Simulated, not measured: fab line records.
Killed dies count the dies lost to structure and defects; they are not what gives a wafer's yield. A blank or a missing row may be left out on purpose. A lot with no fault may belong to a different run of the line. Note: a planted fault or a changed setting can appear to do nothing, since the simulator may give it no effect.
What tool caused it? | flow gf180mcu | 7 lots with 19 wafers sampled at 2 steps, on a route of 602 steps

WHAT THE GAUGES READ, wafer by wafer
GF_NWELL_OVL_MEAS_07.
lot  | measured    | on         | NWELL_OVL (nm)
L742 | day 4 01:22 | overlay-02 | -0.4 -1.0 -0.8
L746 | day 4 19:10 | overlay-01 | 0.2 0.9 -1.2
L748 | day 5 03:44 | overlay-01 | 0.9 2.8 -0.5
L750 | day 5 14:43 | overlay-01 | 0.3 2.6 0.9
L753 | day 6 07:48 | overlay-01 | 1.6 0.7
L757 | day 7 06:23 | overlay-02 | -0.3 0.6
L762 | day 8 07:31 | overlay-01 | 1.7 -1.4 1.2

WHICH TOOL RAN EACH LOT (tool, then ch and the chambers of the sampled wafers, then the start)
lot  | GF_STI_PEB_10
L742 | litho track-02 ch 0, day 2 13:53
L746 | litho track-04 ch 0, day 3 11:34
L748 | litho track-02 ch 0, day 3 19:04
L750 | litho track-04 ch 0, day 4 03:56
L753 | litho track-04 ch 0, day 4 19:31
L757 | litho track-04 ch 0, day 5 17:29
L762 | litho track-02 ch 0, day 6 18:22
- GF_STI_PEB_10: peb time 90 s.

THE ANSWER, worked out from the rows above alone
Rule: the usual values come from the lots themselves. The widest of any qualifying gaps counts: lots, ordered by their means at a reading, are off when they make up no more than a third of the lots, leave a main group of 4 or more, and stand apart from it by 3 or more times the standard deviation of that group's means. A main group is skipped when, at the precision printed for the reading in the tables above, its means are all equal. A lot without any number at a reading at which 4 lots or more have one is off too. All remaining lots with rows at the step are treated as sound.
None of the lots is off at any reading shown; this tells nothing.

WHAT THE SIMULATOR HAD INSERTED
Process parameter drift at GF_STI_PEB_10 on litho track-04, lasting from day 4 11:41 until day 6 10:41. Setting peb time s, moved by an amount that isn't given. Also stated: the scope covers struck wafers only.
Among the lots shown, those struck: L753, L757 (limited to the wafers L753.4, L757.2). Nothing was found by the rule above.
